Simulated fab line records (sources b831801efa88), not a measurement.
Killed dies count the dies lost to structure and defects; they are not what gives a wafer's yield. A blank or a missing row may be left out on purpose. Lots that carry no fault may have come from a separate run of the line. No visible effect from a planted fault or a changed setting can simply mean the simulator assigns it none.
fab line records + flow sky130
record
- lots=12
- wafers=36
- lastDay=50
route steps=708 shown DNWELL@43 NWELL@77 VT_ADJUST_NCORE@130 SONOS_TUNNEL@166 PAD_OPEN@708
lots untouched by any fault: they come from a run of this same line in which no faults occurred
startH: start of the lot's first displayed wafer, in hours after the record's first day + waitH: hours elapsed since this lot's preceding step + " unchanged from the row above + L1.1+2: a row that stands for several wafers + - either no value or no given start + * or withheld: withheld + < > ~ a bound
route shown NAME@n: NAME is a module with steps in the file, n the number in the route of the first one + usual: average and standard deviation across the fault-free wafers + same: alike in all rows + chamber/n: place in a boat + sites: per-site readings + _std_site: their standard deviation + _edge_site: the outer-site mean with the inner-site mean subtracted + radiusMm: how far each site lies from the wafer's centre + mask NAME#n: copy n + behind: the most recent tool/chamber to have shaped the wafer + hold: why the lot went on hold/how many hours it stayed there/how the hold came to an end + device: which transistor (n, p or np) failed to switch + end of line: tests run on the same wafers once the route is complete + for a step that has no rows: nothing shown but its recipe + killed: dies that structure and defects cost at the first sort, which is not the same as the wafer's yield + map: shows each die of a wafer: x if killed, . if not, _ if none is there
set.NAME: the setting the step ran with; set.NAME@STEP: the setting that earlier step ran with + model.NAME: the simulator's own value behind a step, which no gauge read
route steps across a sampled set of lots; one table per step, one row per wafer
services: when a tool's chamber went out of use (startH, in hours from the record's first day, below 0 if earlier), for how many hours, and the reason
## steps
# step SKY_DNWELL_STRIP_08
# recipe
- chemistry=O2/N2
- powerW=1400
- pressureMtorr=1500
- platenTempC=withheld
- o2FlowSccm=3000
- n2FlowSccm=300
- overashFraction=0.5
# usual
- drypumpMotorCurrentA=5.42/0.29
- n2FlowSccm=299.9/0.82
- oesProductAu=0.722/0.0044
- stripTimeToEndpointS=36.91/0.11
# same
- overashFraction=0.5
| lot.wafer | tool           | chamber | startH | waitH | drypumpMotorCurrentA | n2FlowSccm | oesProductAu | rfHoursCounterH | stripTimeToEndpointS |
|-----------|----------------|---------|--------|-------|----------------------|------------|--------------|-----------------|----------------------|
| L321.1    | plasmaAsher-04 | 0       | 63.22  | 0.1   | 5.56                 | 301.1      | 0.728        | 38              | 36.73                |
| L321.3    | "              | 1       | "      | "     | 5.54                 | 299.2      | 0.718        | -               | 36.69                |
| L321.6    | "              | 1       | "      | "     | 5.52                 | 299.7      | 0.723        | -               | 36.64                |
| L322.1    | plasmaAsher-01 | 1       | 66.99  | 0.1   | 5.36                 | 300.3      | 0.712        | 36              | 36.95                |
| L322.5    | "              | 1       | "      | "     | 5.37                 | 301.9      | 0.724        | -               | 36.98                |
| L322.6    | "              | 0       | "      | "     | 5.91                 | 300.4      | 0.729        | -               | 36.83                |
| L323.1    | plasmaAsher-01 | 1       | 74.34  | 0.1   | 5.34                 | 297.9      | 0.726        | 37              | 36.91                |
| L323.3    | "              | 1       | "      | "     | 5.35                 | 299.8      | 0.730        | -               | 36.91                |
| L323.6    | "              | 1       | "      | "     | 5.34                 | 300.2      | 0.720        | -               | 36.89                |
| L325.1    | plasmaAsher-02 | 0       | 83.94  | 0.1   | 5.10                 | 300.8      | 0.713        | 42              | 36.85                |
| L325.3    | "              | 0       | "      | "     | 5.10                 | 298.7      | 0.731        | -               | 36.90                |
| L325.4    | "              | 1       | "      | "     | 4.99                 | 301.9      | 0.723        | -               | 36.85                |
| L326.2    | plasmaAsher-02 | 0       | 91.99  | 0.1   | 5.08                 | 300.7      | 0.721        | 42              | 36.77                |
| L326.4    | "              | 1       | "      | "     | 5.02                 | 300.0      | 0.724        | -               | 36.86                |
| L326.6    | "              | 1       | "      | "     | 5.01                 | 299.3      | 0.723        | -               | 36.84                |
| L327.3    | plasmaAsher-04 | 0       | 95.08  | 0.1   | 5.55                 | 300.8      | 0.729        | -               | 36.86                |
| L327.4    | "              | 1       | "      | "     | 5.52                 | 299.0      | 0.718        | -               | 36.91                |
| L327.6    | "              | 0       | "      | "     | 5.56                 | 301.6      | 0.729        | -               | 37.06                |
| L329.1    | plasmaAsher-01 | 0       | 111.77 | 0.1   | 5.91                 | 300.5      | 0.721        | 40              | 36.93                |
| L329.3    | "              | 1       | "      | "     | 5.35                 | 298.2      | 0.716        | -               | 36.88                |
| L329.6    | "              | 0       | "      | "     | 5.89                 | 302.2      | 0.722        | -               | 36.82                |
| L332.1    | plasmaAsher-04 | 1       | 124.59 | 0.1   | 5.50                 | 300.7      | 0.724        | 1               | 36.73                |
| L332.2    | "              | 0       | "      | "     | 5.55                 | 299.9      | 0.719        | 1               | 36.83                |
| L332.3    | "              | 1       | "      | "     | 5.52                 | 300.0      | 0.725        | -               | 36.77                |
| L333.3    | plasmaAsher-04 | 0       | 125.73 | 0.1   | 5.58                 | 299.6      | 0.731        | -               | 36.83                |
| L333.4    | "              | 1       | "      | "     | 5.50                 | 301.7      | 0.723        | -               | 36.83                |
| L333.5    | "              | 1       | "      | "     | 5.47                 | 299.4      | 0.726        | -               | 36.86                |
| L334.1    | plasmaAsher-04 | 0       | 139.79 | 0.1   | 5.55                 | 300.4      | 0.729        | 2               | 36.92                |
| L334.3    | "              | 0       | "      | "     | 5.55                 | 300.5      | 0.718        | -               | 37.01                |
| L334.5    | "              | 0       | "      | "     | 5.54                 | 299.5      | 0.721        | -               | 36.95                |
| L341.2    | plasmaAsher-04 | 1       | 171.29 | 0.1   | 5.51                 | 299.3      | 0.723        | 5               | 37.01                |
| L341.3    | "              | 0       | "      | "     | 5.56                 | 299.0      | 0.725        | -               | 37.03                |
| L341.6    | "              | 1       | "      | "     | 5.53                 | 299.7      | 0.722        | -               | 37.03                |
| L342.1    | plasmaAsher-01 | 1       | 179.99 | 0.1   | 5.35                 | 300.0      | 0.716        | 47              | 36.85                |
| L342.4    | "              | 1       | "      | "     | 5.33                 | 300.7      | 0.712        | -               | 36.94                |
| L342.6    | "              | 0       | "      | "     | 5.91                 | 299.7      | 0.716        | -               | 36.96                |
# step SKY_NWELL_IMPLANT_24
# recipe
- species=B
- energyKev=140
- doseCm2=9.2e+12
- tiltDeg=withheld
# usual
- doseIonsCm2=9.201e+12/1e+10
- faradayCurrentUA=51.9/1.1
| lot.wafer | tool         | chamber | startH | waitH | doseIonsCm2 | faradayCurrentUA |
|-----------|--------------|---------|--------|-------|-------------|------------------|
| L321.1    | implanter-02 | 0       | 114.43 | 0.0   | 9.189e+12   | 51.0             |
| L321.3    | "            | 0       | "      | "     | 9.196e+12   | 50.7             |
| L321.6    | "            | 0       | "      | "     | 9.177e+12   | 50.5             |
| L322.1    | implanter-04 | 0       | 119.98 | 0.0   | 9.193e+12   | 52.7             |
| L322.5    | "            | 0       | "      | "     | 9.195e+12   | 52.5             |
| L322.6    | "            | 0       | "      | "     | 9.203e+12   | 52.9             |
| L323.1    | implanter-04 | 0       | 127.38 | 0.0   | 9.177e+12   | 50.3             |
| L323.3    | "            | 0       | "      | "     | 9.183e+12   | 51.6             |
| L323.6    | "            | 0       | "      | "     | 9.191e+12   | 52.2             |
| L325.1    | implanter-04 | 0       | 137.63 | 0.0   | 9.204e+12   | 51.2             |
| L325.3    | "            | 0       | "      | "     | 9.195e+12   | 52.7             |
| L325.4    | "            | 0       | "      | "     | 9.205e+12   | 53.7             |
| L326.2    | implanter-02 | 0       | 147.00 | 0.0   | 9.183e+12   | 50.3             |
| L326.4    | "            | 0       | "      | "     | 9.191e+12   | 49.6             |
| L326.6    | "            | 0       | "      | "     | 9.172e+12   | 52.6             |
| L327.3    | implanter-01 | 0       | 151.63 | 0.1   | 9.196e+12   | 50.9             |
| L327.4    | "            | 0       | "      | "     | 9.194e+12   | 52.3             |
| L327.6    | "            | 0       | "      | "     | 9.184e+12   | 52.7             |
| L329.1    | implanter-04 | 0       | 170.63 | 0.0   | 9.204e+12   | 50.7             |
| L329.3    | "            | 0       | "      | "     | 9.195e+12   | 52.0             |
| L329.6    | "            | 0       | "      | "     | 9.192e+12   | 51.9             |
| L332.1    | implanter-04 | 0       | 183.48 | 0.0   | 1.5778e+13  | 88.1             |
| L332.2    | "            | 0       | "      | "     | 1.5777e+13  | 88.0             |
| L332.3    | "            | 0       | "      | "     | 1.5772e+13  | 90.0             |
| L333.3    | implanter-04 | 0       | 184.93 | 0.1   | 1.5756e+13  | 87.8             |
| L333.4    | "            | 0       | "      | "     | 1.5735e+13  | 84.8             |
| L333.5    | "            | 0       | "      | "     | 1.5736e+13  | 88.6             |
| L334.1    | implanter-04 | 0       | 201.77 | 0.0   | 1.5755e+13  | 90.1             |
| L334.3    | "            | 0       | "      | "     | 1.5752e+13  | 90.7             |
| L334.5    | "            | 0       | "      | "     | 1.5752e+13  | 91.1             |
| L341.2    | implanter-01 | 0       | 235.95 | 0.0   | 9.197e+12   | 51.1             |
| L341.3    | "            | 0       | "      | "     | 9.193e+12   | 50.0             |
| L341.6    | "            | 0       | "      | "     | 9.198e+12   | 52.4             |
| L342.1    | implanter-01 | 0       | 246.08 | 0.0   | 9.205e+12   | 51.3             |
| L342.4    | "            | 0       | "      | "     | 9.192e+12   | 52.3             |
| L342.6    | "            | 0       | "      | "     | 9.197e+12   | 53.0             |
# step SKY_NWELL_TW_MEAS_26
# usual
- NWELL_2_TW=493.3/2.9
| lot.wafer | tool         | chamber | startH | waitH | hold                    | NWELL_2_TW |
|-----------|--------------|---------|--------|-------|-------------------------|------------|
| L321.1    | filmMetro-02 | -       | 114.68 | 0.1   | -                       | 493.9      |
| L321.3    | "            | -       | "      | "     | -                       | 494.1      |
| L321.6    | "            | -       | "      | "     | -                       | 493.0      |
| L322.1    | filmMetro-01 | -       | 120.23 | 0.1   | -                       | 489.9      |
| L322.5    | "            | -       | "      | "     | -                       | 491.5      |
| L322.6    | "            | -       | "      | "     | -                       | 489.8      |
| L323.1    | filmMetro-03 | -       | 127.63 | 0.1   | -                       | 494.6      |
| L323.3    | "            | -       | "      | "     | -                       | 497.2      |
| L323.6    | "            | -       | "      | "     | -                       | 495.6      |
| L325.1    | filmMetro-03 | -       | 137.88 | 0.1   | -                       | 493.3      |
| L325.3    | "            | -       | "      | "     | -                       | 491.6      |
| L325.4    | "            | -       | "      | "     | -                       | 493.0      |
| L326.2    | filmMetro-01 | -       | 147.24 | 0.1   | -                       | 488.7      |
| L326.4    | "            | -       | "      | "     | -                       | 489.8      |
| L326.6    | "            | -       | "      | "     | -                       | 492.6      |
| L327.3    | filmMetro-02 | -       | 151.85 | 0.1   | -                       | 496.9      |
| L327.4    | "            | -       | "      | "     | -                       | 495.9      |
| L327.6    | "            | -       | "      | "     | -                       | 495.7      |
| L329.1    | filmMetro-02 | -       | 170.88 | 0.1   | -                       | 494.0      |
| L329.3    | "            | -       | "      | "     | -                       | 492.5      |
| L329.6    | "            | -       | "      | "     | -                       | 495.4      |
| L332.1    | filmMetro-01 | -       | 183.73 | 0.1   | awaitDispo/0.2h/release | 577.9      |
| L332.2    | "            | -       | "      | "     | awaitDispo/0.2h/release | 580.8      |
| L332.3    | "            | -       | "      | "     | awaitDispo/0.2h/release | 578.5      |
| L332.1    | filmMetro-01 | -       | 183.95 | 0.2   | -                       | 580.6      |
| L332.2    | "            | -       | "      | "     | -                       | 579.5      |
| L332.3    | "            | -       | "      | "     | -                       | 582.2      |
| L333.3    | filmMetro-01 | -       | 185.15 | 0.1   | awaitDispo/0.2h/release | 576.9      |
| L333.4    | "            | -       | "      | "     | awaitDispo/0.2h/release | 576.8      |
| L333.5    | "            | -       | "      | "     | awaitDispo/0.2h/release | 577.4      |
| L333.3    | filmMetro-01 | -       | 185.53 | 0.4   | -                       | 577.3      |
| L333.4    | "            | -       | "      | "     | -                       | 574.8      |
| L333.5    | "            | -       | "      | "     | -                       | 577.8      |
| L334.1    | filmMetro-03 | -       | 202.02 | 0.1   | awaitDispo/0.2h/release | 585.6      |
| L334.3    | "            | -       | "      | "     | awaitDispo/0.2h/release | 586.6      |
| L334.5    | "            | -       | "      | "     | awaitDispo/0.2h/release | 586.2      |
| L334.1    | filmMetro-03 | -       | 202.25 | 0.2   | -                       | 587.5      |
| L334.3    | "            | -       | "      | "     | -                       | 586.2      |
| L334.5    | "            | -       | "      | "     | -                       | 588.8      |
| L341.2    | filmMetro-02 | -       | 236.19 | 0.1   | -                       | 492.7      |
| L341.3    | "            | -       | "      | "     | -                       | 493.9      |
| L341.6    | "            | -       | "      | "     | -                       | 492.3      |
| L342.1    | filmMetro-02 | -       | 246.33 | 0.1   | -                       | 497.1      |
| L342.4    | "            | -       | "      | "     | -                       | 493.9      |
| L342.6    | "            | -       | "      | "     | -                       | 498.0      |
# step SKY_VT_ADJUST_NCORE_TW_MEAS_11
# usual
- VT_ADJUST_NCORE_TW=218.5/1.5
| lot.wafer | tool         | chamber | startH | waitH | VT_ADJUST_NCORE_TW |
|-----------|--------------|---------|--------|-------|--------------------|
| L321.1    | filmMetro-04 | -       | 193.13 | 0.1   | 220.0              |
| L321.3    | "            | -       | "      | "     | 220.7              |
| L321.6    | "            | -       | "      | "     | 220.1              |
| L322.1    | filmMetro-02 | -       | 199.70 | 0.1   | 219.1              |
| L322.5    | "            | -       | "      | "     | 218.5              |
| L322.6    | "            | -       | "      | "     | 218.7              |
| L323.1    | filmMetro-01 | -       | 208.40 | 0.1   | 217.0              |
| L323.3    | "            | -       | "      | "     | 215.0              |
| L323.6    | "            | -       | "      | "     | 216.0              |
| L325.1    | filmMetro-01 | -       | 220.64 | 0.1   | 217.3              |
| L325.3    | "            | -       | "      | "     | 219.4              |
| L325.4    | "            | -       | "      | "     | 218.6              |
| L326.2    | filmMetro-02 | -       | 231.56 | 0.1   | 216.9              |
| L326.4    | "            | -       | "      | "     | 217.3              |
| L326.6    | "            | -       | "      | "     | 218.0              |
| L327.3    | filmMetro-02 | -       | 237.76 | 0.1   | 217.1              |
| L327.4    | "            | -       | "      | "     | 215.8              |
| L327.6    | "            | -       | "      | "     | 216.9              |
| L329.1    | filmMetro-01 | -       | 260.89 | 0.1   | 217.2              |
| L329.3    | "            | -       | "      | "     | 218.2              |
| L329.6    | "            | -       | "      | "     | 218.0              |
| L332.1    | filmMetro-02 | -       | 275.70 | 0.1   | 218.6              |
| L332.2    | "            | -       | "      | "     | 217.3              |
| L332.3    | "            | -       | "      | "     | 219.0              |
| L333.3    | filmMetro-04 | -       | 277.66 | 0.1   | 220.1              |
| L333.4    | "            | -       | "      | "     | 220.0              |
| L333.5    | "            | -       | "      | "     | 219.6              |
| L334.1    | filmMetro-04 | -       | 296.00 | 0.1   | 220.3              |
| L334.3    | "            | -       | "      | "     | 218.1              |
| L334.5    | "            | -       | "      | "     | 220.0              |
| L341.2    | filmMetro-02 | -       | 338.06 | 0.1   | 218.5              |
| L341.3    | "            | -       | "      | "     | 217.6              |
| L341.6    | "            | -       | "      | "     | 217.9              |
| L342.1    | filmMetro-02 | -       | 347.85 | 0.1   | 216.7              |
| L342.4    | "            | -       | "      | "     | 218.5              |
| L342.6    | "            | -       | "      | "     | 216.9              |
# step SKY_SONOS_TUNNEL_TW_MEAS_12
# usual
- SONOS_TUNNEL_TW=197.3/0.82
| lot.wafer | tool         | chamber | startH | waitH | SONOS_TUNNEL_TW |
|-----------|--------------|---------|--------|-------|-----------------|
| L321.1    | filmMetro-03 | -       | 262.65 | 0.0   | 195.9           |
| L321.3    | "            | -       | "      | "     | 196.9           |
| L321.6    | "            | -       | "      | "     | 195.9           |
| L322.1    | filmMetro-03 | -       | 268.31 | 0.0   | 197.4           |
| L322.5    | "            | -       | "      | "     | 198.3           |
| L322.6    | "            | -       | "      | "     | 197.9           |
| L323.1    | filmMetro-02 | -       | 278.54 | 0.0   | 196.2           |
| L323.3    | "            | -       | "      | "     | 196.4           |
| L323.6    | "            | -       | "      | "     | 195.4           |
| L325.1    | filmMetro-02 | -       | 292.46 | 0.0   | 197.5           |
| L325.3    | "            | -       | "      | "     | 196.1           |
| L325.4    | "            | -       | "      | "     | 196.6           |
| L326.2    | filmMetro-03 | -       | 305.18 | 0.0   | 197.0           |
| L326.4    | "            | -       | "      | "     | 196.8           |
| L326.6    | "            | -       | "      | "     | 196.8           |
| L327.3    | filmMetro-03 | -       | 311.55 | 0.0   | 196.5           |
| L327.4    | "            | -       | "      | "     | 197.1           |
| L327.6    | "            | -       | "      | "     | 197.2           |
| L329.1    | filmMetro-03 | -       | 338.01 | 0.0   | 196.6           |
| L329.3    | "            | -       | "      | "     | 198.4           |
| L329.6    | "            | -       | "      | "     | 197.9           |
| L332.1    | filmMetro-04 | -       | 353.21 | 0.0   | 197.2           |
| L332.2    | "            | -       | "      | "     | 197.8           |
| L332.3    | "            | -       | "      | "     | 197.0           |
| L333.3    | filmMetro-03 | -       | 356.88 | 0.0   | 197.0           |
| L333.4    | "            | -       | "      | "     | 197.9           |
| L333.5    | "            | -       | "      | "     | 196.7           |
| L334.1    | filmMetro-04 | -       | 377.41 | 0.0   | 197.5           |
| L334.3    | "            | -       | "      | "     | 196.8           |
| L334.5    | "            | -       | "      | "     | 197.1           |
| L341.2    | filmMetro-04 | -       | 425.51 | 0.0   | 197.4           |
| L341.3    | "            | -       | "      | "     | 198.2           |
| L341.6    | "            | -       | "      | "     | 198.5           |
| L342.1    | filmMetro-04 | -       | 434.70 | 0.0   | 198.6           |
| L342.4    | "            | -       | "      | "     | 198.4           |
| L342.6    | "            | -       | "      | "     | 198.1           |
# step SKY_PAD_OPEN_PROBE_99
# usual
- killed_at_M0_to_M3=44/7.8
- killed_at_M4_up=3.1/1.7
- killedAtContacts=25/5.1
- killedAtFrontEnd=15/4.4
- killedAtOther=0.5/0.68
- killedDies=88/9.9
- killedOpen=48/6.9
- killedShort=39/6.5
# same
- grossDies=492
- killedAtBackSide=0
| lot.wafer | tool      | chamber | startH  | waitH | killed_at_M0_to_M3 | killed_at_M4_up | killedAtContacts | killedAtFrontEnd | killedAtOther | killedDies | killedOpen | killedShort |
|-----------|-----------|---------|---------|-------|--------------------|-----------------|------------------|------------------|---------------|------------|------------|-------------|
| L329.1    | prober-02 | -       | 1142.32 | 0.1   | 42                 | 3               | 24               | 12               | 0             | 81         | 44         | 37          |
| L329.3    | prober-02 | -       | 1142.42 | 0.2   | 28                 | 3               | 26               | 17               | 0             | 74         | 36         | 38          |
| L329.6    | prober-02 | -       | 1142.57 | 0.2   | 39                 | 2               | 26               | 15               | 1             | 83         | 45         | 37          |
# killed by level:class
L329.1 CONTACT:geometricParticle:open=10 VIA2:geometricParticle:open=10 LI_CONTACT:geometricParticle:open=8 VIA3:geometricParticle:open=7 METAL1:geometricParticle:short=6 FIELD_ISO:geometricParticle:short=4 METAL3:geometricParticle:short=4 FIELD_ISO:geometricParticle:open=3
L329.3 CONTACT:geometricParticle:open=10 LOCAL_INTERCONNECT:geometricParticle:short=6 VIA1:geometricParticle:open=6 VIA3:geometricParticle:open=6 VIA1:geometricParticle:short=5 FIELD_ISO:geometricParticle:open=4 FIELD_ISO:geometricParticle:short=4 LI_CONTACT:geometricParticle:open=4
L329.6 LI_CONTACT:geometricParticle:open=11 VIA1:geometricParticle:open=9 CONTACT:geometricParticle:open=8 VIA2:geometricParticle:open=6 FIELD_ISO:geometricParticle:short=5 VIA1:geometricParticle:short=5 METAL1:geometricParticle:short=5 METAL3:geometricParticle:short=5
## services
| tool           | chamber | startH | hours | kind      |
|----------------|---------|--------|-------|-----------|
| plasmaAsher-01 | -       | 40.97  | 1.3   | repair    |
| implanter-02   | -       | 51.93  | 3.4   | repair    |
| implanter-02   | -       | 61.09  | 1.1   | repair    |
| implanter-04   | -       | 69.04  | 1.7   | repair    |
| plasmaAsher-04 | -       | 108.75 | 9.0   | pm        |
| plasmaAsher-04 | 0       | 108.75 | 9.0   | ventCycle |
| plasmaAsher-04 | 1       | 108.75 | 9.0   | ventCycle |
| implanter-02   | -       | 111.10 | 0.9   | repair    |
| plasmaAsher-04 | 0       | 117.75 | -     | clean     |
| plasmaAsher-04 | 1       | 117.75 | -     | clean     |
| implanter-04   | -       | 130.90 | 5.0   | repair    |
| implanter-01   | -       | 137.83 | 1.7   | repair    |
| plasmaAsher-01 | -       | 139.17 | 2.2   | repair    |
| plasmaAsher-04 | -       | 166.90 | 2.8   | pm        |
| implanter-01   | -       | 210.95 | 1.1   | repair    |
| implanter-02   | -       | 235.77 | 2.1   | pm        |
| implanter-02   | -       | 237.92 | 5.5   | pm        |
## key
firstSign
- step=SKY_NWELL_IMPLANT_24
- reading=doseIonsCm2
- direction=up
- sigmas=99+
- usual=*
- struck=*
effect
- step=SKY_NWELL_IMPLANT_24
- reading=faradayCurrentUA
- direction=up
- sigmas=34
- usual=51.9
- struck=88.8
effect
- step=SKY_NWELL_TW_MEAS_26
- reading=visit
- direction=added
effect
- step=SKY_NWELL_TW_MEAS_26
- reading=NWELL_2_TW
- direction=up
- sigmas=31
- usual=493.3
- struck=580.7
metAt SKY_NWELL_IMPLANT_24
struckLots L332,L333,L334
testerLeftOut L332,L333,L334
notActingAt SKY_DNWELL_STRIP_08,SKY_VT_ADJUST_NCORE_TW_MEAS_11,SKY_SONOS_TUNNEL_TW_MEAS_12
onsetBetween 170.63 183.48
fault
- kind=processParameterDrift
- tool=implanter-04
- chamber=-
- onsetH=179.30
- steps=SKY_NWELL_IMPLANT_24
- channel=doseCm2
- offset=*
- shape=step
- endH=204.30
- actsIn=*
- stated=*
# testerLeftOut: of these lots the tester's yield and bins aren't shown, on N5 and GAA mostly nor the transistor test; their killed dies are dies lost to structure and defects alone, not to doping, threshold or leakage, so they don't give the yield
